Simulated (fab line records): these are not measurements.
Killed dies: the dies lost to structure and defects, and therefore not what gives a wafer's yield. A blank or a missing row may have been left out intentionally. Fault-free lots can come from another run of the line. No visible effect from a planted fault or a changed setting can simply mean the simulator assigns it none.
fab line records	flow sky130
[record] lots = 11	wafers = 33	last_day = 50
route steps=708 shown CONTACT@408 PAD_OPEN@708
lots with no fault: from the same line, run without faults
start_h: hours from the record's opening day to when the first of the lot's shown wafers began	wait_h: how many hours have passed since the lot's step before this one	" repeats the value in the row above	L1.1+2: a single row standing in for several wafers	- value missing, or start not given	* or withheld: withheld	< > ~ a bound
route shown NAME@n: a module of which the file shows steps, and the number in the route of the first	usual: mean and standard deviation over wafers with no fault	same: alike in all rows	chamber/n: place in a boat	sites: each site's reading	_std_site: standard deviation across them	_edge_site: inner sites' mean taken away from outer sites' mean	radius_mm: for every site, how far away it sits from the centre of the wafer	mask NAME#n: copy n	behind: the tool/chamber that last shaped the wafer	hold: why the lot was held/for how many hours/how that ended	device: the transistor (n, p or np) that didn't switch	end of line: tests of these same wafers at the route's end	a step without rows: its recipe alone	killed: dies lost to structure and defects at the first sort, not the wafer's yield	map: per-die view of a wafer (x killed, . not killed, _ where there is no die)
set.NAME: the run value of the setting; set.NAME@STEP: its run value at that earlier step	model.NAME: the simulator's own value behind a step, which no gauge read
the route's steps for a sample of lots (tables are steps, rows are wafers)
services: the hour from which a tool's chamber was out of use, counted from the record's first day as start_h (under 0 if before that day), plus the number of hours and why
[[steps]]
[step SKY_CONTACT_HDPCVD_02]
[recipe] material = SiO2	target_thk_nm = 565	sigma_open_frac = 0.3	time_s = 94.2	temp_c = 600	sih4_flow_sccm = 60	pressure_mtorr = 6
lot.wafer	tool	chamber	start_h	wait_h
L540.1+3+5	hdpcvd-01	1,2,1	702.56	0.1
L541.2+4+5	hdpcvd-01	0,0,1	717.46	0.0
L543.1+2+5	hdpcvd-01	0,1,2	730.54	0.1
L544.1+3+6	hdpcvd-01	2,0,2	739.10	0.1
L546.2+5+6	hdpcvd-01	1,0,2	761.73	0.0
L552.1+3+5	hdpcvd-02	2,1,2	824.78	0.1
L556.1+3+5	hdpcvd-01	2,1,1	841.82	0.1
L558.1+3+6	hdpcvd-01	2,0,1	865.53	0.1
L560.1+3+6	hdpcvd-02	1,0,2	873.70	0.1
L561.1+3+5	hdpcvd-01	2,1,1	874.28	0.1
L562.1+3+5	hdpcvd-01	0,2,1	877.75	0.1
[step SKY_CONTACT_THK_MEAS_03]
[recipe] reads = SiO2_of_CONTACT_HDPCVD_02
[usual] CONTACT_HDPCVD_THK = 563/6.2
lot.wafer	tool	chamber	start_h	wait_h	hold	CONTACT_HDPCVD_THK[nm]
L540.1	film_metro-04	-	702.63	0.0	-	559
L540.3	"	-	"	"	-	565
L540.5	"	-	"	"	-	555
L541.2	film_metro-01	-	717.54	0.0	-	564
L541.4	"	-	"	"	-	567
L541.5	"	-	"	"	-	560
L543.1	film_metro-02	-	730.61	0.0	-	572
L543.2	"	-	"	"	-	560
L543.5	"	-	"	"	-	565
L544.1	film_metro-02	-	739.17	0.0	-	570
L544.3	"	-	"	"	-	568
L544.6	"	-	"	"	-	564
L546.2	film_metro-01	-	761.81	0.0	await_dispo/0.2h/release	557
L546.5	"	-	"	"	await_dispo/0.2h/release	749
L546.6	"	-	"	"	await_dispo/0.2h/release	756
L546.2	film_metro-01	-	762.03	0.2	-	557
L546.5	"	-	"	"	-	750
L546.6	"	-	"	"	-	756
L552.1	film_metro-02	-	824.85	0.0	-	549
L552.3	"	-	"	"	-	562
L552.5	"	-	"	"	-	554
L556.1	film_metro-04	-	841.89	0.0	-	564
L556.3	"	-	"	"	-	558
L556.5	"	-	"	"	-	558
L558.1	film_metro-04	-	865.60	0.0	-	567
L558.3	"	-	"	"	-	563
L558.6	"	-	"	"	-	567
L560.1	film_metro-01	-	873.77	0.0	-	574
L560.3	"	-	"	"	-	565
L560.6	"	-	"	"	-	559
L561.1	film_metro-02	-	874.35	0.0	-	573
L561.3	"	-	"	"	-	565
L561.5	"	-	"	"	-	566
L562.1	film_metro-01	-	877.82	0.0	-	562
L562.3	"	-	"	"	-	568
L562.5	"	-	"	"	-	573
[step SKY_CONTACT_CMP_04]
[recipe] material = SiO2	down_force_psi = 4	platen_rpm = 60	pad_velocity_m_s = 0.94248
[usual] edge_zone_pressure_frac = 0.999/0.0049	motor_current_A = 11.6/0.78	time_to_endpoint_s = 79/4.3
lot.wafer	tool	chamber	start_h	wait_h	hold	edge_zone_pressure_frac	motor_current_A	time_to_endpoint_s
L540.1	cmp-01	3	702.79	0.1	-	1.001	12.4	80
L540.3	"	0	"	"	-	0.998	10.4	80
L540.5	"	1	"	"	-	0.997	11.5	79
L541.2	cmp-01	1	717.69	0.1	-	0.997	11.1	83
L541.4	"	2	"	"	-	1.003	12.6	80
L541.5	"	0	"	"	-	0.996	10.6	74
L543.1	cmp-01	0	730.67	0.1	-	1.004	10.6	79
L543.2	"	3	"	"	-	1.005	12.6	83
L543.5	"	1	"	"	-	1.002	11.6	88
L544.1	cmp-02	2	739.23	0.1	-	1.001	11.8	79
L544.3	"	0	"	"	-	1.004	11.4	80
L544.6	"	3	"	"	-	0.999	11.2	79
L546.2	cmp-01	2	768.90	6.9	await_dispo/6.8h/release	0.994	13.3	79
L546.5	"	2	"	"	await_dispo/6.8h/release	0.998	12.9	146
L546.6	"	3	"	"	await_dispo/6.8h/release	0.990	11.6	155
L552.1	cmp-01	2	824.96	0.1	-	1.009	12.5	71
L552.3	"	0	"	"	-	1.007	10.4	71
L552.5	"	2	"	"	-	1.004	13.0	74
L556.3	cmp-01	1	841.95	0.0	-	0.996	11.5	84
L556.1	"	3	"	"	-	1.000	11.7	82
L556.5	"	2	"	"	-	1.007	12.7	76
L558.3	cmp-02	0	865.66	0.0	-	0.998	11.2	77
L558.1	"	1	"	"	-	0.991	10.9	79
L558.6	"	1	"	"	-	0.996	12.2	80
L560.1	cmp-02	1	873.88	0.1	-	1.007	11.1	83
L560.3	"	2	"	"	-	0.995	12.0	78
L560.6	"	1	"	"	-	1.004	11.8	73
L561.1	cmp-01	2	874.46	0.1	-	0.999	12.9	82
L561.3	"	3	"	"	-	1.000	11.9	84
L561.5	"	2	"	"	-	1.009	12.5	82
L562.3	cmp-02	3	877.88	0.0	-	0.997	11.4	80
L562.1	"	2	"	"	-	0.994	12.0	73
L562.5	"	3	"	"	-	1.001	11.1	83
[step SKY_CONTACT_BOW_MEAS_05]
[recipe] mode = bow
[usual] CONTACT_BOW = 83/7.2
lot.wafer	tool	chamber	start_h	wait_h	CONTACT_BOW[um]
L540.1	film_metro-04	-	702.99	0.1	81
L540.3	"	-	"	"	78
L540.5	"	-	"	"	90
L541.2	film_metro-02	-	717.91	0.2	66
L541.4	"	-	"	"	69
L541.5	"	-	"	"	77
L543.1	film_metro-04	-	730.97	0.2	76
L543.2	"	-	"	"	82
L543.5	"	-	"	"	79
L544.1	film_metro-04	-	739.53	0.2	85
L544.3	"	-	"	"	88
L544.6	"	-	"	"	98
L546.2	film_metro-04	-	769.22	0.3	83
L546.5	"	-	"	"	85
L546.6	"	-	"	"	94
L552.1	film_metro-01	-	825.21	0.2	90
L552.3	"	-	"	"	81
L552.5	"	-	"	"	80
L556.1	film_metro-01	-	842.25	0.1	81
L556.3	"	-	"	"	87
L556.5	"	-	"	"	93
L558.1	film_metro-01	-	865.96	0.2	75
L558.3	"	-	"	"	93
L558.6	"	-	"	"	82
L560.1	film_metro-04	-	874.13	0.2	90
L560.3	"	-	"	"	75
L560.6	"	-	"	"	79
L561.1	film_metro-04	-	874.71	0.2	85
L561.3	"	-	"	"	85
L561.5	"	-	"	"	88
L562.1	film_metro-02	-	878.18	0.1	82
L562.3	"	-	"	"	82
L562.5	"	-	"	"	83
[step SKY_CONTACT_ETCH_16]
[recipe] chemistry = N2/H2	target = BARC	ion_energy_ev = 200	source_w = 500	bias_w = 100	pressure_mtorr = 30	n2_flow_sccm = 100	h2_flow_sccm = 200	stop_on = SiO2	time_s = 45.9	target_depth_a = 600
[usual] chamber_pressure_mTorr = 30.000/0.028	drypump_motor_current_A = 5.7/0.32	oes_product_au = 0.854/0.0045	throttle_valve_pct = 13.224/0.011
lot.wafer	tool	chamber	start_h	wait_h	chamber_pressure_mTorr	drypump_motor_current_A	oes_product_au	rf_hours_counter_h	throttle_valve_pct
L540.1	rie_diel-03	2	730.21	0.0	29.995	5.4	0.848	36	13.226
L540.3	"	1	"	"	29.973	5.7	0.850	37	13.219
L540.5	"	2	"	"	30.037	5.4	0.848	-	13.222
L541.2	rie_diel-01	1	745.44	0.0	29.972	6.0	0.856	13	13.224
L541.4	"	3	"	"	30.023	5.7	0.860	9	13.217
L541.5	"	0	"	"	30.023	5.4	0.857	-	13.214
L543.1	rie_diel-03	1	758.46	0.0	30.026	5.7	0.852	37	13.224
L543.2	"	0	"	"	29.975	5.8	0.856	13	13.223
L543.5	"	1	"	"	29.919	5.7	0.865	-	13.211
L544.1	rie_diel-01	2	766.68	0.0	30.011	5.2	0.852	15	13.221
L544.3	"	3	"	"	30.027	5.6	0.858	10	13.215
L544.6	"	2	"	"	29.998	5.2	0.850	-	13.238
L546.2	rie_diel-01	2	789.23	0.0	30.029	5.2	0.854	16	13.219
L546.5	"	2	"	"	29.986	5.2	0.859	-	13.221
L546.6	"	3	"	"	30.006	5.6	0.858	-	13.225
L552.1	rie_diel-01	2	851.33	0.0	29.991	5.1	0.851	17	13.234
L552.3	"	1	"	"	29.995	6.0	0.861	17	13.238
L552.5	"	1	"	"	29.935	6.0	0.847	-	13.242
L556.1	rie_diel-02	0	868.31	0.0	30.016	6.3	0.860	5	13.191
L556.3	"	3	"	"	29.990	5.8	0.856	1	13.231
L556.5	"	2	"	"	29.996	6.2	0.857	-	13.232
L558.1	rie_diel-01	3	891.23	0.0	29.971	5.7	0.853	14	13.233
L558.3	"	1	"	"	29.969	6.0	0.859	18	13.223
L558.6	"	1	"	"	29.998	6.0	0.850	-	13.216
L560.1	rie_diel-03	0	899.43	0.0	29.933	5.9	0.859	17	13.242
L560.3	"	2	"	"	30.018	5.4	0.851	3	13.217
L560.6	"	3	"	"	29.954	5.8	0.857	-	13.218
L561.1	rie_diel-02	0	900.38	0.0	29.979	6.3	0.861	6	13.209
L561.3	"	3	"	"	30.023	5.8	0.852	3	13.218
L561.5	"	3	"	"	30.004	5.8	0.851	-	13.241
L562.1	rie_diel-02	1	904.08	0.0	29.997	6.1	0.853	15	13.218
L562.3	"	2	"	"	30.022	6.3	0.848	7	13.199
L562.5	"	2	"	"	29.976	6.3	0.861	-	13.227
[step SKY_CONTACT_ETCH_17]
[recipe] target = SiO2	chemistry = C4F8/O2/Ar	stop_on = Si3N4	mask_material = KrF-thick	source_w = 1500	bias_w = 1200	pressure_mtorr = 40	c4f8_flow_sccm = withheld	O2_flow_sccm = 6	Ar_flow_sccm = 300	time_s = withheld	target_depth_a = 3400
[usual] chamber_pressure_mTorr = 40.00/0.038	oes_product_au = 0.891/0.0047
lot.wafer	tool	chamber	start_h	wait_h	chamber_pressure_mTorr	oes_product_au
L540.1	rie_diel-03	2	730.25	0.0	39.96	0.892
L540.3	"	1	"	"	40.01	0.890
L540.5	"	2	"	"	40.03	0.896
L541.2	rie_diel-01	1	745.48	0.0	40.01	0.892
L541.4	"	3	"	"	40.03	0.898
L541.5	"	0	"	"	40.00	0.890
L543.1	rie_diel-03	1	758.50	0.0	39.97	0.892
L543.2	"	0	"	"	40.02	0.893
L543.5	"	1	"	"	40.05	0.888
L544.1	rie_diel-01	2	766.72	0.0	40.02	0.888
L544.3	"	3	"	"	39.99	0.883
L544.6	"	2	"	"	39.94	0.881
L546.2	rie_diel-01	2	789.27	0.0	40.04	0.905
L546.5	"	2	"	"	40.02	0.888
L546.6	"	3	"	"	39.98	0.893
L552.1	rie_diel-01	2	851.37	0.0	40.01	0.887
L552.3	"	1	"	"	40.09	0.889
L552.5	"	1	"	"	40.04	0.887
L556.1	rie_diel-02	0	868.35	0.0	40.09	0.885
L556.3	"	3	"	"	39.98	0.894
L556.5	"	2	"	"	40.05	0.893
L558.1	rie_diel-01	3	891.27	0.0	39.97	0.889
L558.3	"	1	"	"	39.99	0.895
L558.6	"	1	"	"	39.93	0.885
L560.1	rie_diel-03	0	899.47	0.0	40.00	0.886
L560.3	"	2	"	"	39.95	0.897
L560.6	"	3	"	"	40.04	0.882
L561.1	rie_diel-02	0	900.42	0.0	39.98	0.891
L561.3	"	3	"	"	39.91	0.897
L561.5	"	3	"	"	39.98	0.891
L562.1	rie_diel-02	1	904.12	0.0	40.01	0.883
L562.3	"	2	"	"	40.03	0.891
L562.5	"	2	"	"	40.06	0.889
[step SKY_PAD_OPEN_PROBE_99]
[usual] killed_at_M0_to_M3 = 43/7.8	killed_at_M4_up = 3.2/1.7	killed_at_contacts = 24/5.2	killed_at_front_end = 15/4.5	killed_at_other = 0.4/0.65	killed_dies = 87/9.1	killed_open = 47/7.3	killed_short = 40/6.5
[same] gross_dies = 492	killed_at_back_side = 0
lot.wafer	tool	chamber	start_h	wait_h	killed_at_M0_to_M3	killed_at_M4_up	killed_at_contacts	killed_at_front_end	killed_at_other	killed_dies	killed_open	killed_short
L541.2	prober-01	-	1082.43	0.1	50	3	32	14	0	99	57	42
L541.4	prober-01	-	1082.53	0.2	35	3	24	13	1	76	38	38
L541.5	prober-01	-	1082.58	0.2	32	5	23	17	0	77	37	40
L556.5	prober-01	-	1174.58	0.2	33	7	27	12	0	79	40	39
L560.1	prober-02	-	1192.84	0.1	40	3	21	12	0	76	44	32
L560.3	prober-02	-	1192.94	0.2	33	3	33	13	1	83	54	28
L560.6	prober-02	-	1193.09	0.2	31	2	34	26	0	93	55	38
// killed by level:class
L541.2 CONTACT:geometric_particle:open=16 METAL2:geometric_particle:short=12 VIA1:geometric_particle:open=10 VIA3:geometric_particle:open=10 FIELD_ISO:geometric_particle:open=6 LI_CONTACT:geometric_particle:open=5 VIA1:geometric_particle:short=4 LI_CONTACT:geometric_particle:short=4
L541.4 CONTACT:geometric_particle:open=9 VIA3:geometric_particle:open=7 METAL1:geometric_particle:short=6 LI_CONTACT:geometric_particle:open=6 CONTACT:geometric_particle:short=6 FIELD_ISO:geometric_particle:open=5 FIELD_ISO:geometric_particle:short=5 METAL2:geometric_particle:short=5
L541.5 CONTACT:geometric_particle:short=8 VIA2:geometric_particle:open=8 FIELD_ISO:geometric_particle:short=6 CONTACT:geometric_particle:open=6 VIA1:geometric_particle:open=6 FIELD_ISO:geometric_particle:open=5 METAL1:geometric_particle:short=5 VIA1:geometric_particle:short=5
L556.5 LI_CONTACT:geometric_particle:open=8 VIA1:geometric_particle:open=8 CONTACT:geometric_particle:open=7 METAL4:geometric_particle:short=6 CONTACT:geometric_particle:short=6 METAL1:geometric_particle:short=5 METAL2:geometric_particle:short=5 VIA2:geometric_particle:open=5
L560.1 VIA1:geometric_particle:open=12 VIA2:geometric_particle:open=8 CONTACT:geometric_particle:open=7 METAL1:geometric_particle:short=6 LI_CONTACT:geometric_particle:open=5 FIELD_ISO:geometric_particle:short=4 POLY_GATE:geometric_particle:short=3 LI_CONTACT:geometric_particle:short=3
L560.3 CONTACT:geometric_particle:open=11 LI_CONTACT:geometric_particle:open=10 VIA2:geometric_particle:open=9 VIA1:geometric_particle:open=5 VIA3:geometric_particle:open=5 SPACER:geometric_particle:open=4 LOCAL_INTERCONNECT:geometric_particle:short=4 VIA1:geometric_particle:short=4
L560.6 LI_CONTACT:geometric_particle:open=14 VIA1:geometric_particle:open=12 FIELD_ISO:geometric_particle:open=9 LOCAL_INTERCONNECT:geometric_particle:short=6 VIA3:geometric_particle:open=6 FIELD_ISO:geometric_particle:short=5 CONTACT:geometric_particle:open=5 SPACER:geometric_particle:short=4
[[services]]
tool	chamber	start_h	hours	kind
rie_diel-01	2	686.71	35.9	repair
hdpcvd-01	-	715.82	1.2	repair
rie_diel-01	0	720.45	3.4	repair
hdpcvd-01	-	731.97	2.8	pm
rie_diel-03	-	735.82	14.6	pm
cmp-01	-	744.15	4.0	pm
cmp-01	-	748.15	-	consumable_replace:conditioner
cmp-01	-	748.15	-	consumable_replace:pad
cmp-01	-	777.44	0.9	repair
rie_diel-03	0	780.75	2.1	repair
hdpcvd-01	-	780.78	1.2	repair
cmp-01	-	781.58	5.0	pm
rie_diel-02	2	787.14	2.9	repair
rie_diel-01	2	791.93	15.2	repair
rie_diel-01	3	818.91	7.6	repair
hdpcvd-02	-	833.98	2.1	repair
hdpcvd-01	0	855.04	2.0	repair
rie_diel-02	-	860.03	1.2	repair
hdpcvd-02	-	863.79	2.8	pm
cmp-01	-	865.34	0.4	repair
rie_diel-03	1	888.60	10.9	repair
rie_diel-02	1	890.57	4.6	repair
cmp-01	-	897.77	2.9	repair
rie_diel-02	-	898.53	0.5	repair
[[key]]
[first_sign] step = SKY_CONTACT_THK_MEAS_03	reading = visit	direction = added
[effect] step = SKY_CONTACT_THK_MEAS_03	reading = CONTACT_HDPCVD_THK	direction = up	sigmas = 31	usual = 563	struck = 753
[effect] step = SKY_CONTACT_CMP_04	reading = time_to_endpoint_s	direction = up	sigmas = 17	usual = *	struck = *
met_at SKY_CONTACT_HDPCVD_02
struck_lots L546
struck_wafers L546.5,L546.6
tester_left_out L546
not_acting_at SKY_CONTACT_BOW_MEAS_05,SKY_CONTACT_ETCH_16,SKY_CONTACT_ETCH_17
onset_between 739.10 761.73
[fault] kind = process_parameter_drift	tool = hdpcvd-01	chamber = -	onset_h = 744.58	steps = SKY_CONTACT_HDPCVD_02	channel = target_thk_nm	offset = 192.61	shape = step	end_h = 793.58	scope = struck_wafers_only	acts_in = these_recipes_only	stated = 565
// tester_left_out: of these lots the tester's yield and bins aren't shown, on N5 and GAA mostly nor the transistor test; their killed dies are dies lost to structure and defects alone, not to doping, threshold or leakage, so they don't give the yield
